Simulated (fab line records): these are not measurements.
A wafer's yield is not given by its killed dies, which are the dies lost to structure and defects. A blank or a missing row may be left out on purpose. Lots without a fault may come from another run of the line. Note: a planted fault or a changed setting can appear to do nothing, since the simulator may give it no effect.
Which tool did it? | flow sfq-line | 11 lots (33 wafers sampled), 1 step of a 325-step route

== WHAT THE GAUGES SHOWED, per wafer ==
No reading from a measuring or inspecting step in the record can be judged against a usual standard deviation.

== WHAT TOOL EACH LOT RAN ON (gives the tool, then ch and the chambers of the sampled wafers, and finally the start) ==
lot  | SFQ_TRILAYER_M7_LITHO_PEB_180
L129 | litho-track-03 ch 0, day 69 15:28
L130 | litho-track-03 ch 0, day 70 03:28
L131 | litho-track-04 ch 0, day 70 07:05
L132 | litho-track-01 ch 0, day 71 09:09
L141 | litho-track-04 ch 0, day 74 01:41
L142 | litho-track-04 ch 0, day 74 07:17
L145 | litho-track-03 ch 0, day 74 15:44
L147 | litho-track-03 ch 0, day 75 03:44
L148 | litho-track-01 ch 0, day 75 10:56
L151 | litho-track-01 ch 0, day 76 15:46
L152 | litho-track-01 ch 0, day 76 22:58
- SFQ_TRILAYER_M7_LITHO_PEB_180: peb time 60 s.

== AS READ BY THE TOOLS THEMSELVES (means over the sampled wafers that have a number; for cases with no such wafer, the mark the record gives instead) ==
SFQ_TRILAYER_M7_LITHO_PEB_180.
lot  | tool           | exhaust-pa (Pa) | heater-power-total-W (W) | resist-line-temp-C (C)
L129 | litho-track-03 | 45.8            | 79.12                    | 23.01
L130 | litho-track-03 | 45.2            | 79.19                    | 23.00
L131 | litho-track-04 | 44.2            | 79.20                    | 23.06
L132 | litho-track-01 | 45.6            | 79.17                    | 22.96
L141 | litho-track-04 | 45.2            | 79.64                    | 23.03
L142 | litho-track-04 | 45.5            | 80.04                    | 23.09
L145 | litho-track-03 | 45.6            | 79.16                    | 23.01
L147 | litho-track-03 | 45.4            | 79.08                    | 23.04
L148 | litho-track-01 | 44.8            | 79.15                    | 23.09
L151 | litho-track-01 | 45.5            | 79.14                    | 22.96
L152 | litho-track-01 | 45.2            | 79.20                    | 23.14

== THE ANSWER, worked out from the rows above alone ==
Rule: usual is defined by the lots themselves. Put in order of their means at a reading, lots are off if they are a third of the lots or fewer, leave a main group of 4 or more, and stand apart from it by a gap of 3 or more times the standard deviation of the main group's means; of several such gaps the widest counts. Not used: any main group whose means are identical at the precision the tables above print for the reading. A lot without any number at a reading at which 4 lots or more have one is off too. Any other lot the step has rows for is counted as sound. The gauges are gone through in route order, then the tools' own readings, and for those a lot's mean is taken as printed above. At the first step where some lot is off, the reading lying furthest off is the one used; lots without a number count as furthest.
Off: L141, L142 (SFQ_TRILAYER_M7_LITHO_PEB_180, heater-power-total-W). The main group: mean 79.16 W, standard deviation 0.037.
A tool fits if, at that step or a process step before it, it ran every lot that is off, and no sound lot after the first of them. One fits: SFQ_TRILAYER_M7_LITHO_PEB_180 on litho-track-04. Its last sound lot is L131 (day 70 07:05), its first lot that is off L141 (day 74 01:41): a fault that began between those two fits.
On the lots that are off, the tool's own readings at SFQ_TRILAYER_M7_LITHO_PEB_180 differ by more than 5 times the standard deviation of the sound lots' means, which bears it out; heater-power-total-W reads 79.84 W there versus 79.16 W on the sound lots.

== WHAT THE SIMULATOR PUT IN ==
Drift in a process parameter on litho-track-04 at SFQ_TRILAYER_M7_LITHO_PEB_180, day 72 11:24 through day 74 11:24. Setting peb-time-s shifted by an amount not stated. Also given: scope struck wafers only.
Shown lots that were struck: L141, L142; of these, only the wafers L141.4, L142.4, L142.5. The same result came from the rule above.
